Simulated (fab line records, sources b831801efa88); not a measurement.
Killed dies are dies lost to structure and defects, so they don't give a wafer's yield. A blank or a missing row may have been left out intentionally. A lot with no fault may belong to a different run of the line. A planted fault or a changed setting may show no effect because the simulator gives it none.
A lot that was struck, set against a sound lot || flow sky130 || 15 steps out of a route of 708
Sound: the wafers L973.2, L973.3, L973.4. Struck: wafers L962.2, L962.4. Last of all comes the cause.
At each step with rows: each side's tool, then ch and its chambers, then its first start. Under that, the readings that differ: sound wafers || struck wafers || difference of the means || sigmas: that difference in standard deviations of wafers without a fault.
alike: words and numbers the same on both sides, and readings whose means are apart by under 2 such deviations; not compared: readings that were withheld, readings missing a value for some wafer, numbers with overlapping values and no deviation given by the record, and bounds like >300 which may hide the same value.
Wherever a step has rows on one side only, a row that says differs or no value, or a row with sigmas, the two part there. Non-overlapping numbers with no deviation appear without sigmas and do not part them. A reading that every wafer of one side lacks parts them only if that side has two wafers or more.

SKY_CONTACT_OVL_MEAS_15:
  sound on overlay-02, day 37 17:40; struck on overlay-02, day 34 06:47
  alike: CONTACT_OVL
SKY_CONTACT_ETCH_16: etches BARC in N2/H2, stops on SiO2, time 45.9 s, target depth 60 nm.
  sound on rieDiel-02 ch 1,2,3, day 37 17:42; struck on rieDiel-04 ch 2,3, day 34 06:49
  alike: drypumpMotorCurrentA, oesProductAu, throttleValvePct
  not compared: rfHoursCounterH
SKY_CONTACT_ETCH_17: etches SiO2 in C4F8/O2/Ar, stops on Si3N4, target depth 340 nm.
  sound on rieDiel-02 ch 1,2,3, day 37 17:44; struck on rieDiel-04 ch 2,3, day 34 06:52
  alike: oesProductAu
SKY_CONTACT_ETCH_18: etches Si3N4 in CHF3/O2, stops on TiN, time 39 s, target depth 75 nm.
  sound on rieDiel-02 ch 1,2,3; struck on rieDiel-04 ch 2,3
  alike: drypumpMotorCurrentA, oesProductAu, throttleValvePct
  not compared: rfHoursCounterH
SKY_CONTACT_STRIP_19: strips in O2/N2.
  sound on plasmaAsher-04 ch 0,1, day 37 17:50; struck on plasmaAsher-01 ch 0,1, day 34 06:58
  alike: drypumpMotorCurrentA, o2FlowSccm, oesProductAu, stripTimeToEndpointS
  not compared: rfHoursCounterH
then, 5 steps without rows for these wafers: SKY_CONTACT_STRIP_20 (strips in post etch residue remover, time 1200 s); SKY_CONTACT_CLEAN_21 (cleans in IPA, time 180 s); SKY_CONTACT_CLEAN_22 (cleans in O3/DIW); SKY_CONTACT_SPUTTER_23 (material TiN, target thk 20 nm, time 80 s); SKY_CONTACT_CVD_24 (deposits W, target thk 340 nm, time 102.12 s).
SKY_CONTACT_RS_MEAS_25: a four-point-probe measurement.
  sound on filmMetro-02, day 37 18:38; struck on filmMetro-02, day 34 07:44
  alike: CONTACT_W_RS
SKY_CONTACT_THK_MEAS_26: measures by xrf.
  sound on filmMetro-02, day 37 18:45; struck on filmMetro-02, day 34 07:51
  alike: CONTACT_W_THK
SKY_CONTACT_CMP_27: polishes, stops on SiO2, t overpolish 15 s, target thk 0 nm.
  sound on cmp-01 ch 0,1,3, day 37 18:48; struck on cmp-01 ch 1,2, day 34 08:00
{"reading": "overpolishRunS (s)", "sound": "15.015 14.989 15.006", "struck": "0.035 0.036", "difference": -14.968, "sigmas": "-99 or more"}
{"reading": "timeToEndpointS (s)", "sound": "81.8 81.8 84.8", "struck": "124.7 125.2", "difference": "+42.2", "sigmas": "+15"}
  alike: motorCurrentA
SKY_METAL1_SPUTTER_00: material Ti, target thk 15 nm, time 10 s.
  the record has rows for the sound wafers here (pvdSputter-01, day 37 19:06) and none for the struck ones
-- the record jumps here: 14 days lie between the struck wafers' starts before and after (it left off in module METAL1 and takes up again in module PAD_OPEN, whose first step shown is number 708 of the route) --
SKY_PAD_OPEN_PROBE_99:
  only the struck wafers here have rows in the record (prober-02, day 48 03:37); the sound ones have none

## WHERE THEY PART
At SKY_CONTACT_CMP_27 first; at SKY_PAD_OPEN_PROBE_99 last (within this record only).

WHY: the cause the simulator had injected
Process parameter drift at SKY_CONTACT_CMP_27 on cmp-01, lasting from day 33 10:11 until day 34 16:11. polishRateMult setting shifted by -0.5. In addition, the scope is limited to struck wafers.
